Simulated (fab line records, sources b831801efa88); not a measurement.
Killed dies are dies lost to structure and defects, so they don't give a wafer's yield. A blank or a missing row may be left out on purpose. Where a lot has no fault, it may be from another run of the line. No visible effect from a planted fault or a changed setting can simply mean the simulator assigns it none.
Matching of chambers	flow gf180mcu	GF_MIM_CVD_05 on pecvd-02 has 3 sister chambers
The step deposits Si3N4, target thk 42 nm, time 29.086 s. 6 wafers are shown with their chamber, then 7 later ones without.

== WAFERS PAIRED WITH THEIR CHAMBERS ==
wafer	chamber	heaterPowerW (W)
L116.5	1	581
L132.2	2	569
L132.3	0	636
L132.5	0	642
L133.2	1	551
L133.5	2	679

== WAFERS WITHOUT THEIR CHAMBER ==
wafer	heaterPowerW (W)
L133.6	659
L134.2	596
L134.4	540
L134.5	704
L135.1	478
L135.2	675
L135.3	690

== EACH ONE'S CHAMBER ==
wafer	from the rows above	in truth
L133.6	can't be placed: 0 or 2 or 1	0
L134.2	can't be placed: 2 or 1 or 0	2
L134.4	can't be placed: 1 or 2 or 0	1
L134.5	can't be placed: 0 or 2 or 1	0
L135.1	can't be placed: 1 or 2 or 0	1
L135.2	can't be placed: 0 or 2 or 1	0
L135.3	can't be placed: 0 or 2 or 1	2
0 of 7 placed correctly. Cannot be placed on the basis of these rows: 7; the candidates contain the true chamber in 7. Wrongly placed: 0.
How it was worked out, from the rows above alone: a wafer's distance from a chamber is the root of the sum, over the readings, of the square of ((its reading less the chamber's mean) divided by the reading's scatter). The wafer belongs to the nearest chamber; if the next one is less than 2 further off, it can't be placed. Each chamber's mean is taken over the wafers shown for it. The scatter: take each reading less its chamber's mean, square it, sum over the shown wafers, divide by the number of wafers less the number of chambers, and take the root.
